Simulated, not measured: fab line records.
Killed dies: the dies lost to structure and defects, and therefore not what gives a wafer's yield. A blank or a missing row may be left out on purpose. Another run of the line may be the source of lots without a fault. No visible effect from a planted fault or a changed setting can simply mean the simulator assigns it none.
fab line records | flow gf180mcu
[record] lots = 12 wafers = 36 last_day = 34
route steps=602 shown HV_LDD@202 M1@316 V1@339 M2@366
lots untouched by any fault: they come from a run of this same line in which no faults occurred
start_h: hours from the record's first day to the start of the lot's first wafer shown | wait_h: time in hours since the lot's previous step | " unchanged from the row above | L1.1+2: several wafers, shown together as one row | - no value present, or no start provided | * or withheld: withheld | < > ~ a bound
route shown NAME@n: a module of which the file shows steps, and the number in the route of the first | usual: mean/standard deviation taken from wafers without a fault | same: alike in all rows | chamber/n: place in a boat | sites: per-site readings | _std_site: the values' standard deviation | _edge_site: the outer-site mean with the inner-site mean subtracted | radius_mm: how far each site lies from the wafer's centre | mask NAME#n: copy n | behind: tool/chamber where the wafer was last shaped | hold: cause of the lot's hold/its duration in hours/its outcome | device: whichever transistor did not switch (one of n, p or np) | end of line: the same wafers' tests at the end of the route | for a step that has no rows: nothing shown but its recipe | killed: count of dies lost to structure and defects at first sort (not the wafer's yield) | map: the dies of a wafer, with x for killed, . for not killed, _ for no die there
set.NAME: the setting as run; set.NAME@STEP: as run at that earlier step | model.NAME: the simulator's own value behind a step, which no gauge read
steps of the route over a sample of lots; a table a step, a row a wafer
services: from which hour (start_h, from the record's first day; less than 0 if before it) a tool's chamber was out of use, for how many hours, and why
[[steps]]
[step GF_HV_LDD_COAT_26]
[recipe] resist = NOVOLAK spin_rpm = 3000 resist_thk_nm = 1000
[usual] exhaust_pa = 45.0/0.9
// columns lot.wafer tool chamber start_h wait_h exhaust_pa
L673.3 litho_track-01 0 239.06 0.1 44.2
L673.5 " 0 " " 44.9
L673.6 " 0 " " 44.6
L674.2 litho_track-01 0 251.03 0.1 45.6
L674.3 " 0 " " 44.4
L674.5 " 0 " " 44.5
L675.4 litho_track-02 0 256.53 0.1 45.3
L675.5 " 0 " " 45.6
L675.6 " 0 " " 45.7
L677.1 litho_track-01 0 275.46 0.1 45.2
L677.3 " 0 " " 45.8
L677.5 " 0 " " 45.6
L679.4 litho_track-02 0 291.83 0.1 44.3
L679.5 " 0 " " 43.5
L679.6 " 0 " " 42.3
L684.2 litho_track-03 0 327.52 0.1 43.5
L684.4 " 0 " " 43.9
L684.5 " 0 " " 45.4
L686.2 litho_track-01 0 348.38 0.1 45.2
L686.3 " 0 " " 45.6
L686.5 " 0 " " 45.3
L687.1 litho_track-03 0 355.19 0.1 45.0
L687.5 " 0 " " 45.6
L687.6 " 0 " " 45.0
L689.1 litho_track-01 0 362.76 0.1 44.6
L689.2 " 0 " " 45.3
L689.6 " 0 " " 45.7
L691.1 litho_track-03 0 391.14 0.1 44.5
L691.2 " 0 " " 46.0
L691.4 " 0 " " 44.9
L695.1 litho_track-02 0 418.76 0.1 46.5
L695.2 " 0 " " 45.3
L695.6 " 0 " " 45.6
L696.1 litho_track-03 0 432.34 0.1 42.9
L696.2 " 0 " " 44.9
L696.4 " 0 " " 46.7
[step GF_HV_LDD_STRIP_37]
[recipe] chemistry = O2/N2 power_w = 1400 pressure_mtorr = 1500 platen_temp_c = 250 o2_flow_sccm = 3000 n2_flow_sccm = 300 overash_fraction = 0.5
[usual] drypump_motor_current_A = 6.1/0.42 heater_power_w = 338/34 oes_product_au = 0.716/0.0044 strip_time_to_endpoint_s = 12.62/0.036
[same] overash_fraction = 0.5
// columns lot.wafer tool chamber start_h wait_h drypump_motor_current_A heater_power_w oes_product_au rf_hours_counter_h strip_time_to_endpoint_s
L673.3 plasma_asher-03 0 249.23 0.1 6.3 338 0.717 - 12.65
L673.5 " 1 " " 5.6 362 0.715 - 12.74
L673.6 " 0 " " 6.3 348 0.715 - 12.68
L674.2 plasma_asher-02 1 261.75 0.1 5.5 298 0.719 15 12.64
L674.3 " 0 " " 6.5 394 0.708 - 12.62
L674.5 " 0 " " 6.5 383 0.713 - 12.62
L675.4 plasma_asher-02 1 266.35 0.1 5.5 302 0.709 - 12.54
L675.5 " 1 " " 5.5 294 0.722 - 12.57
L675.6 " 0 " " 6.5 399 0.716 - 12.54
L677.1 plasma_asher-01 0 286.06 0.1 6.4 298 0.712 66 12.67
L677.3 " 1 " " 6.1 333 0.722 - 12.67
L677.5 " 1 " " 6.1 323 0.713 - 12.67
L679.4 plasma_asher-02 0 302.63 0.1 6.5 386 0.715 - 12.64
L679.5 " 1 " " 5.5 297 0.719 - 12.65
L679.6 " 0 " " 6.5 391 0.717 - 12.63
L684.2 plasma_asher-01 1 339.26 0.1 6.1 333 0.723 72 12.63
L684.4 " 1 " " 6.1 322 0.713 - 12.63
L684.5 " 1 " " 6.1 333 0.721 - 12.62
L686.2 plasma_asher-03 1 359.91 0.1 5.6 360 0.713 69 12.20
L686.3 " 1 " " 5.6 364 0.717 - 12.26
L686.5 " 0 " " 6.4 345 0.718 - 12.22
L687.1 plasma_asher-02 0 366.76 0.1 6.5 385 0.711 26 12.59
L687.5 " 1 " " 5.5 290 0.715 - 12.61
L687.6 " 0 " " 6.5 388 0.719 - 12.61
L689.1 plasma_asher-03 1 374.51 0.1 5.6 364 0.722 71 12.21
L689.2 " 0 " " 6.4 346 0.711 71 12.22
L689.6 " 1 " " 5.7 361 0.720 - 12.22
L691.1 plasma_asher-01 1 403.91 0.1 6.1 339 0.713 78 12.65
L691.2 " 0 " " 6.4 302 0.719 78 12.64
L691.4 " 0 " " 6.4 293 0.719 - 12.66
L695.1 plasma_asher-02 1 432.16 0.1 5.5 291 0.716 33 12.61
L695.2 " 0 " " 6.5 379 0.715 33 12.62
L695.6 " 1 " " 5.5 295 0.718 - 12.62
L696.1 plasma_asher-01 1 445.06 0.1 6.1 332 0.706 2 12.58
L696.2 " 0 " " 6.4 300 0.710 2 12.60
L696.4 " 0 " " 6.4 299 0.718 - 12.58
[step GF_M1_SPUTTER_01]
[recipe] material = TiN target_thk_nm = 30 power_w = 6500 time_s = 25 chamber_pressure_pa = 0.4
[usual] cathode_dc_power_W = 6500.0/1.1 throttle_valve_pct = 30.1/1.1
[same] time_s = 25
// columns lot.wafer tool chamber start_h wait_h cathode_dc_power_W throttle_valve_pct
L673.3 pvd_sputter-02 - 359.52 0.1 6501.3 29.7
L673.5 " - " " 6498.5 29.5
L673.6 " - " " 6500.4 30.9
L674.2 pvd_sputter-04 - 374.64 0.1 6499.1 30.1
L674.3 " - " " 6501.7 30.9
L674.5 " - " " 6499.5 28.4
L675.4 pvd_sputter-02 - 378.19 0.1 6501.2 31.0
L675.5 " - " " 6498.3 30.7
L675.6 " - " " 6500.4 31.9
L677.1 pvd_sputter-04 - 402.00 0.1 6501.3 30.9
L677.3 " - " " 6499.5 27.5
L677.5 " - " " 6499.4 30.8
L679.4 pvd_sputter-03 - 418.36 0.0 6499.7 30.1
L679.5 " - " " 6501.2 31.1
L679.6 " - " " 6500.8 30.0
L684.2 pvd_sputter-02 - 461.42 0.1 6499.7 29.8
L684.4 " - " " 6498.4 31.8
L684.5 " - " " 6498.5 30.2
L686.2 pvd_sputter-04 - 485.20 0.1 6500.0 27.5
L686.3 " - " " 6499.3 30.8
L686.5 " - " " 6500.4 30.3
L687.1 pvd_sputter-03 - 491.70 0.1 6498.3 29.7
L687.5 " - " " 6499.0 29.9
L687.6 " - " " 6499.8 29.7
L689.1 pvd_sputter-03 - 498.02 0.1 6501.4 29.9
L689.2 " - " " 6499.8 30.2
L689.6 " - " " 6499.9 29.4
L691.1 pvd_sputter-04 - 529.90 0.1 6502.4 30.2
L691.2 " - " " 6500.5 31.0
L691.4 " - " " 6499.8 27.3
L695.1 pvd_sputter-03 - 555.40 0.1 6500.4 29.7
L695.2 " - " " 6500.7 30.2
L695.6 " - " " 6502.0 29.7
L696.1 pvd_sputter-04 - 568.29 0.1 6499.6 28.4
L696.2 " - " " 6500.7 30.8
L696.4 " - " " 6500.5 27.5
[step GF_V1_CMP_04]
[recipe] material = SiO2 down_force_psi = 4 platen_rpm = 60 pad_velocity_m_s = 0.94248
[usual] edge_zone_pressure_frac = 1.000/0.0047 motor_current_A = 11.9/1.1 time_to_endpoint_s = 80/5.1
// columns lot.wafer tool chamber start_h wait_h edge_zone_pressure_frac motor_current_A time_to_endpoint_s
L673.3 cmp-01 0 382.87 0.1 1.007 13.3 76
L673.6 " 2 " " 1.003 12.6 81
L673.5 " 3 " " 0.998 10.3 76
L674.2 cmp-01 3 397.72 0.0 0.994 10.5 75
L674.3 " 0 " " 1.005 12.9 71
L674.5 " 3 " " 0.991 10.4 78
L675.4 cmp-01 2 401.96 0.0 1.002 13.0 82
L675.5 " 2 " " 0.999 12.2 84
L675.6 " 3 " " 1.000 11.1 88
L677.1 cmp-01 2 426.63 0.1 0.997 11.6 72
L677.3 " 1 " " 0.998 10.9 76
L677.5 " 2 " " 1.003 12.6 78
L679.4 cmp-02 2 444.15 0.0 1.008 11.5 85
L679.5 " 2 " " 0.995 11.1 84
L679.6 " 3 " " 0.996 11.8 85
L684.2 cmp-01 2 486.16 0.1 1.000 12.6 73
L684.4 " 3 " " 0.995 10.6 77
L684.5 " 2 " " 0.995 11.9 77
L686.2 cmp-02 2 509.48 0.1 0.998 12.4 80
L686.3 " 3 " " 1.004 11.6 76
L686.5 " 0 " " 1.002 12.4 81
L687.1 cmp-01 1 516.09 0.1 0.999 10.2 73
L687.6 " 1 " " 1.005 10.9 78
L687.5 " 2 " " 0.998 11.9 76
L689.1 cmp-02 0 521.85 0.1 1.011 12.3 81
L689.2 " 1 " " 0.998 13.7 86
L689.6 " 1 " " 1.002 14.0 87
L691.2 cmp-02 2 553.26 0.0 1.004 11.1 79
L691.1 " 0 " " 0.997 12.1 84
L691.4 " 1 " " 1.003 13.2 87
L695.2 cmp-01 3 578.38 0.0 1.000 9.7 77
L695.1 " 1 " " 0.996 10.8 77
L695.6 " 3 " " 1.002 10.3 79
L696.1 cmp-02 1 590.81 0.1 0.997 14.2 82
L696.2 " 2 " " 0.997 11.8 78
L696.4 " 0 " " 0.997 12.1 86
[step GF_M2_SPUTTER_04]
[recipe] material = TiN target_thk_nm = 50 power_w = 6500 time_s = 41.7 chamber_pressure_pa = 0.4
[usual] cathode_dc_power_W = 6499.9/1.2 throttle_valve_pct = 29.7/0.95
[same] time_s = 41.7
// columns lot.wafer tool chamber start_h wait_h cathode_dc_power_W throttle_valve_pct
L673.3 pvd_sputter-03 - 407.34 0.0 6500.6 30.0
L673.5 " - " " 6500.6 30.1
L673.6 " - " " 6501.6 31.0
L674.2 pvd_sputter-03 - 423.02 0.0 6500.9 30.9
L674.3 " - " " 6500.8 29.7
L674.5 " - " " 6501.1 31.0
L675.4 pvd_sputter-01 - 427.64 0.0 6501.0 29.2
L675.5 " - " " 6500.5 29.4
L675.6 " - " " 6501.6 29.5
L677.1 pvd_sputter-04 - 452.74 0.0 6499.7 30.9
L677.3 " - " " 6498.4 28.8
L677.5 " - " " 6498.7 27.9
L679.4 pvd_sputter-01 - 470.30 0.0 6501.6 30.7
L679.5 " - " " 6499.8 30.9
L679.6 " - " " 6500.7 29.2
L684.2 pvd_sputter-01 - 512.00 0.0 6501.7 31.0
L684.4 " - " " 6499.8 29.5
L684.5 " - " " 6499.3 29.6
L686.2 pvd_sputter-04 - 534.10 0.0 6499.0 30.9
L686.3 " - " " 6500.1 30.3
L686.5 " - " " 6499.3 30.2
L687.1 pvd_sputter-04 - 540.87 0.0 6499.2 28.4
L687.5 " - " " 6499.3 30.4
L687.6 " - " " 6499.2 27.5
L689.1 pvd_sputter-03 - 545.85 0.0 6501.6 30.8
L689.2 " - " " 6498.8 29.6
L689.6 " - " " 6499.2 30.0
L691.1 pvd_sputter-04 - 577.36 0.0 6498.4 30.9
L691.2 " - " " 6501.1 28.5
L691.4 " - " " 6498.9 27.8
L695.1 pvd_sputter-01 - 601.79 0.0 6498.9 31.0
L695.2 " - " " 6497.8 29.4
L695.6 " - " " 6501.1 29.6
L696.1 pvd_sputter-01 - 613.53 0.0 6501.2 31.0
L696.2 " - " " 6499.7 29.5
L696.4 " - " " 6500.5 28.7
[[services]]
// columns tool chamber start_h hours kind
pvd_sputter-04 - 215.67 1.5 repair
cmp-01 - 232.00 4.0 pm
cmp-01 - 239.05 0.5 repair
cmp-02 - 246.73 2.4 repair
cmp-02 - 248.69 0.6 repair
cmp-01 - 264.88 3.8 pm
pvd_sputter-04 - 273.67 5.6 repair
plasma_asher-02 - 297.51 0.6 repair
cmp-01 - 298.27 2.3 repair
plasma_asher-02 - 315.76 1.6 repair
plasma_asher-02 - 325.43 2.8 pm
pvd_sputter-01 - 331.58 0.5 repair
pvd_sputter-03 - 349.66 1.9 repair
cmp-01 - 368.18 0.7 repair
cmp-01 - 386.20 0.6 repair
pvd_sputter-04 - 394.77 1.7 repair
cmp-02 - 401.90 7.8 pm
cmp-01 - 451.31 0.3 repair
pvd_sputter-03 - 459.80 21.7 repair
cmp-01 - 531.35 0.9 repair
pvd_sputter-04 - 564.25 2.8 repair
cmp-01 - 572.00 4.0 pm
cmp-01 - 593.51 4.6 repair
cmp-01 - 613.35 5.5 pm
[[key]]
[first_sign] step = GF_HV_LDD_STRIP_37 reading = strip_time_to_endpoint_s direction = down sigmas = 11 usual = * struck = *
effect none on later readings
met_at GF_HV_LDD_COAT_26
struck_lots L686,L689
tester_left_out L686,L689
not_acting_at GF_M1_SPUTTER_01,GF_V1_CMP_04,GF_M2_SPUTTER_04
onset_between 275.46 348.38
also_fits GF_HV_LDD_STRIP_37:plasma_asher-03
[fault] kind = process_parameter_drift tool = litho_track-01 chamber = - onset_h = 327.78 steps = GF_HV_LDD_COAT_26 channel = resist_thk_nm offset = * shape = step end_h = 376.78 acts_in = * stated = *
// tester_left_out: of these lots the tester's yield and bins aren't shown, on N5 and GAA mostly nor the transistor test; their killed dies are dies lost to structure and defects alone, not to doping, threshold or leakage, so they don't give the yield
